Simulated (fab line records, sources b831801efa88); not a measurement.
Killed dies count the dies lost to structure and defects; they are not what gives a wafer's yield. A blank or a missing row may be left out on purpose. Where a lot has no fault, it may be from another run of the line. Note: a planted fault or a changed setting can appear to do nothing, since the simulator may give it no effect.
A lot that was struck, set against a sound lot	flow sky130	15 out of 708 route steps
Sound: wafers L786.1, L786.3, L786.6. The struck wafers were L800.1, L800.3, L800.4. The cause is named last.
Order at every step that has rows: each side's tool, ch and its chambers, its first start. Under that, the readings that differ: sound wafers	struck wafers	difference of the means	sigmas: that difference in standard deviations of wafers without a fault.
alike: readings with means less than 2 such deviations apart, plus words and numbers identical on both sides. not compared: withheld readings, readings lacking a value on some wafer, bounds such as >300 that could conceal the same value, and numbers that have no deviation in the record and whose values overlap.
The two part at a step that has a row with sigmas, a row that says differs or no value, or rows on one side only. When numbers do not overlap yet have no deviation, they are printed without sigmas and do not part them. Lack of a reading on every wafer of one side parts them only where that side has two or more wafers.

SKY_VIA2_CMP_02: polishes SiO2.
  sound on cmp-01 ch 1,2,3, day 37 12:46; struck on cmp-02 ch 0,1,3, day 41 02:38
  alike: motor-current-A, platen-rpm
SKY_VIA2_BOW_MEAS_03:
  sound on film-metro-03, day 37 12:58; struck on film-metro-02, day 41 02:53
  alike: VIA2_BOW
then, 8 steps without rows for these wafers: SKY_VIA2_DEHYDRATE_04 (time 60 s); SKY_VIA2_HMDS_05 (prime time 60 s); SKY_VIA2_COAT_06 (resist thk 60 nm); SKY_VIA2_COAT_07 (resist thk 450 nm); SKY_VIA2_SOFTBAKE_08 (time 90 s); SKY_VIA2_EXPOSE_09 (exposes mask VIM2, target cd 200 nm); SKY_VIA2_PEB_10; SKY_VIA2_DEVELOP_11 (develop time 60 s).
SKY_VIA2_CD_MEAS_12: the cd target is 200 nm.
  sound on cd-sem-01, day 38 14:17; struck on cd-sem-01, day 42 02:11
  alike: cd-nm
SKY_VIA2_OVL_MEAS_13:
  sound on overlay-01, day 38 14:24; struck on overlay-02, day 42 02:18
  alike: VIA2_OVL
SKY_VIA2_ETCH_14: etches BARC in N2/H2, stops on SiO2, time 45.9 s, target depth 60 nm.
  sound on rie-diel-02 ch 0,2,3, day 38 14:26; struck on rie-diel-01 ch 1,2,3, day 42 02:20
reading	sound	struck	difference	sigmas
bias-w (W)	100.52 99.95 100.43	102.97 102.42 102.36	+2.28	+9
  alike: chamber-pressure-mTorr, drypump-motor-current-A, oes-product-au, throttle-valve-pct
  not compared: rf-hours-counter-h
SKY_VIA2_ETCH_15: etches SiO2 in C4F8/O2/Ar, stops on TiN, target depth 546 nm, time 84 s.
  sound on rie-diel-02 ch 0,2,3, day 38 14:29; struck on rie-diel-01 ch 1,2,3, day 42 02:23
  alike: bias-w, chamber-pressure-mTorr, oes-product-au
  not compared: rf-hours-counter-h
SKY_PAD_OPEN_PROBE_99:
  sound wafers here have rows in the record (prober-01, day 47 22:47); struck ones have none

WHERE THEY PART
At SKY_VIA2_ETCH_14 first; at SKY_PAD_OPEN_PROBE_99 last (within this record only).

WHY: the cause the simulator had injected
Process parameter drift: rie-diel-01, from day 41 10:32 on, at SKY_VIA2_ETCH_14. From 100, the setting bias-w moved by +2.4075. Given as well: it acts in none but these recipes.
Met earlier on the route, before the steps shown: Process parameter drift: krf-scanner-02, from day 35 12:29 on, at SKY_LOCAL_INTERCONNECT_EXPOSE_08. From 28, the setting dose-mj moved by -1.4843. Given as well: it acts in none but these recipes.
